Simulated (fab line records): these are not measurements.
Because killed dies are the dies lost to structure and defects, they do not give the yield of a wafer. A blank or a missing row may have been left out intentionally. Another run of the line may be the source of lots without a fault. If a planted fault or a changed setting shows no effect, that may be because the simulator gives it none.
8D (eight disciplines) problem report, filled in by code ; flow sky130 ; the parts of the form that need people (team, actions taken, sign-off) are left out

== 1. PROBLEM STATEMENT ==
At SKY_PWDE_STRIP_09, strip_time_to_endpoint_s averages 39.69 s over 6 wafers from 2 lots, while fault-free wafers read 36.91 s, standard deviation 0.12. Relative to the usual mean, that is a shift of +23 standard deviations.
The step: strips in O2/N2.
Earliest sighting: wafer L221.4 on plasma_asher-02 at day 8 03:19. Wafers with a number at this step in the record: 36, from 12 lots. Rule for "out" (also "out of limits"): further than 4 standard deviations from the usual mean. The other wafers with a number count as sound.

== 2. WHAT IT IS; WHAT IT IS NOT ==
question;is;is not
which readings at this step;strip_time_to_endpoint_s;drypump_motor_current_A, oes_product_au
which lots;L221, L223;L203, L204, L206, L208, L211, L212, L215, L218, L220, L225
which wafers of those lots;all that have a number;-
read on which tools;plasma_asher-02;plasma_asher-01, plasma_asher-04
when;from day 8 03:19;"up to then (27 sound wafers); but 3 sound wafers of L225 came after"

== 3. WHAT RULES OUT EACH SUSPECT ==
Counting: a tool stays on the suspect list if, at a process step up to the reading, it processed all lots that are out and no sound lot following the first of them.
- litho_track-04 at SKY_PWDE_COAT_02 (resist thk 3000 nm): kept. It processed each lot that is out, first L221 at day 7 16:54, and no sound lot thereafter; up to then, the last sound lot it processed was L218 at day 7 01:18.
- plasma_asher-02 at SKY_PWDE_STRIP_09 (strips in O2/N2): ruled out as a lasting fault. After its first lot that is out, L221 (day 8 03:19), sound lots L225 ran on it.
Left after counting: litho_track-04 at SKY_PWDE_COAT_02.

== 4. THE CAUSE (what the simulator had put in) ==
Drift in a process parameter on litho_track-04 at SKY_PWDE_COAT_02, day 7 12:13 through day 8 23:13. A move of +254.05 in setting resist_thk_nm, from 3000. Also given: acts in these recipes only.
After counting, this tool was the only one left.

== 5. SEQUENCE OF EFFECTS, ordered by route ==
Each row: a reading whose mean over the struck wafers that have a number lies more than 3 standard deviations from the usual. Scope: only readings with a usual standard deviation given in the record; hours: median across lots of the time from each lot's start at the first step in this table that gives one to its start at this step; sigmas: change in usual standard deviations.
hours;step;reading;usual;on struck wafers;change;sigmas
0;SKY_PWDE_STRIP_09;strip_time_to_endpoint_s;36.91 s;39.69;+2.78;+23
The process steps in it:
- SKY_PWDE_STRIP_09: strips in O2/N2.
Later steps that measure or inspect, where all struck wafers having a row at the step show a number for every such reading and not one has moved that far: SKY_VT_ADJUST_HVTR_TW_MEAS_11.

== 6. WHAT WOULD HAVE CAUGHT IT SOONER ==
In this record no reading fell out of limits until day 8 03:19, 15 hours after the fault had begun at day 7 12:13.
Lots out: 2; of these, L223 started SKY_PWDE_COAT_02 on litho_track-04 after day 8 03:19. Putting the tool on hold at that point would have spared it.
